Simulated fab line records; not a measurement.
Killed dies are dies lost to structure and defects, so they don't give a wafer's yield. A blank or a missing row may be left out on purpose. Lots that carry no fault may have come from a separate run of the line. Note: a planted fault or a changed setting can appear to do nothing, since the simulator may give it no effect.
What tool caused it? || flow gf180mcu || 33 wafers from 11 lots sampled at 4 of the route's 602 steps

## WHAT EACH GAUGE READ, for each wafer
GF_V3_RS_MEAS_24: measures by four-point-probe.
{"lot": "L797", "measured": "day 22 00:33", "on": "film-metro-04", "V3_W_RS (ohm/sq)": "0.321 0.320 0.316"}
{"lot": "L798", "measured": "day 22 13:38", "on": "film-metro-03", "V3_W_RS (ohm/sq)": "0.324 0.311 0.322"}
{"lot": "L801", "measured": "day 23 14:37", "on": "film-metro-04", "V3_W_RS (ohm/sq)": "0.333 0.328 0.330"}
{"lot": "L805", "measured": "day 25 10:18", "on": "film-metro-02", "V3_W_RS (ohm/sq)": "0.321 0.333 0.315"}
{"lot": "L807", "measured": "day 26 18:13", "on": "film-metro-02", "V3_W_RS (ohm/sq)": "0.394 0.390 0.380"}
{"lot": "L808", "measured": "day 26 23:02", "on": "film-metro-02", "V3_W_RS (ohm/sq)": "0.374 0.393 0.375"}
{"lot": "L811", "measured": "day 27 03:25", "on": "film-metro-02", "V3_W_RS (ohm/sq)": "0.329 0.330 0.333"}
{"lot": "L812", "measured": "day 27 19:14", "on": "film-metro-03", "V3_W_RS (ohm/sq)": "0.329 0.331 0.329"}
{"lot": "L815", "measured": "day 28 09:15", "on": "film-metro-03", "V3_W_RS (ohm/sq)": "0.325 0.329 0.327"}
{"lot": "L818", "measured": "day 29 01:45", "on": "film-metro-04", "V3_W_RS (ohm/sq)": "0.325 0.328 0.334"}
{"lot": "L819", "measured": "day 29 09:55", "on": "film-metro-04", "V3_W_RS (ohm/sq)": "0.327 0.328 0.329"}

## WHAT TOOL EACH LOT RAN ON (gives the tool, then ch and the chambers of the sampled wafers, and finally the start)
{"lot": "L797", "GF_V3_ETCH_16": "rie-diel-04 ch 1,2, day 21 23:41", "GF_V3_SPUTTER_22": "pvd-sputter-01, day 22 00:24", "GF_V3_CVD_23": "cvd-w-02 ch 1, day 22 00:26"}
{"lot": "L798", "GF_V3_ETCH_16": "rie-diel-04 ch 1,2, day 22 12:44", "GF_V3_SPUTTER_22": "pvd-sputter-04, day 22 13:29", "GF_V3_CVD_23": "cvd-w-02 ch 0,1, day 22 13:32"}
{"lot": "L801", "GF_V3_ETCH_16": "rie-diel-04 ch 1,2,3, day 23 13:36", "GF_V3_SPUTTER_22": "pvd-sputter-04, day 23 14:20", "GF_V3_CVD_23": "cvd-w-01 ch 0, day 23 14:25"}
{"lot": "L805", "GF_V3_ETCH_16": "rie-diel-02 ch 1,3, day 25 09:26", "GF_V3_SPUTTER_22": "pvd-sputter-01, day 25 10:09", "GF_V3_CVD_23": "cvd-w-02 ch 0,1, day 25 10:11"}
{"lot": "L807", "GF_V3_ETCH_16": "rie-diel-03 ch 0,1,2, day 26 17:18", "GF_V3_SPUTTER_22": "pvd-sputter-02, day 26 18:01", "GF_V3_CVD_23": "cvd-w-02 ch 0,1, day 26 18:06"}
{"lot": "L808", "GF_V3_ETCH_16": "rie-diel-03 ch 0,2, day 26 22:08", "GF_V3_SPUTTER_22": "pvd-sputter-02, day 26 22:53", "GF_V3_CVD_23": "cvd-w-02 ch 0,1, day 26 22:55"}
{"lot": "L811", "GF_V3_ETCH_16": "rie-diel-03 ch 2,3, day 27 02:31", "GF_V3_SPUTTER_22": "pvd-sputter-01, day 27 03:14", "GF_V3_CVD_23": "cvd-w-01 ch 1, day 27 03:17"}
{"lot": "L812", "GF_V3_ETCH_16": "rie-diel-02 ch 0,2,3, day 27 18:20", "GF_V3_SPUTTER_22": "pvd-sputter-02, day 27 19:03", "GF_V3_CVD_23": "cvd-w-01 ch 0,1, day 27 19:05"}
{"lot": "L815", "GF_V3_ETCH_16": "rie-diel-03 ch 0,2,3, day 28 08:23", "GF_V3_SPUTTER_22": "pvd-sputter-01, day 28 09:06", "GF_V3_CVD_23": "cvd-w-01 ch 0,1, day 28 09:08"}
{"lot": "L818", "GF_V3_ETCH_16": "rie-diel-04 ch 0,1, day 29 00:50", "GF_V3_SPUTTER_22": "pvd-sputter-04, day 29 01:35", "GF_V3_CVD_23": "cvd-w-01 ch 0,1, day 29 01:37"}
{"lot": "L819", "GF_V3_ETCH_16": "rie-diel-03 ch 0,1,2, day 29 09:03", "GF_V3_SPUTTER_22": "pvd-sputter-01, day 29 09:46", "GF_V3_CVD_23": "cvd-w-01 ch 0,1, day 29 09:49"}
- GF_V3_ETCH_16: etches BARC in N2/H2.
- GF_V3_SPUTTER_22: material TiN, target thk 10 nm, time 40 s.
- GF_V3_CVD_23: deposits W, target thk 350 nm, time 104.9 s.

## THE ANSWER, worked out from the rows above alone
Rule: what is usual is taken from the lots themselves. Put in order of their means at a reading, lots are off if they are a third of the lots or fewer, leave a main group of 4 or more, and stand apart from it by a gap of 3 or more times the standard deviation of the main group's means; of several such gaps the widest counts. The tables above print the reading to a certain number of digits; a main group whose means all agree to those digits is not used. Also off: a lot with no number at a reading for which 4 or more lots have one. All remaining lots with rows at the step are treated as sound.
Off: at GF_V3_RS_MEAS_24 (V3_W_RS), L807, L808. For the main group the mean is 0.326 ohm/sq and the standard deviation 0.0044.
A tool fits if, at a process step before that reading, it ran every lot that is off, and no sound lot after the first of them. Gauges at GF_V3_RS_MEAS_24: tried the same way as those tools. One fits: GF_V3_CVD_23 on cvd-w-02. Its last sound lot is L805 (day 25 10:11), its first lot that is off L807 (day 26 18:06): a fault that began between those two fits.

## WHAT WAS PUT IN BY THE SIMULATOR
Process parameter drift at GF_V3_CVD_23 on cvd-w-02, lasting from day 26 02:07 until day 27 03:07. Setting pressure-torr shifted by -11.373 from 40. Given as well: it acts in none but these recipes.
Lots struck among those shown: L807, L808. The rule above reached the same finding.
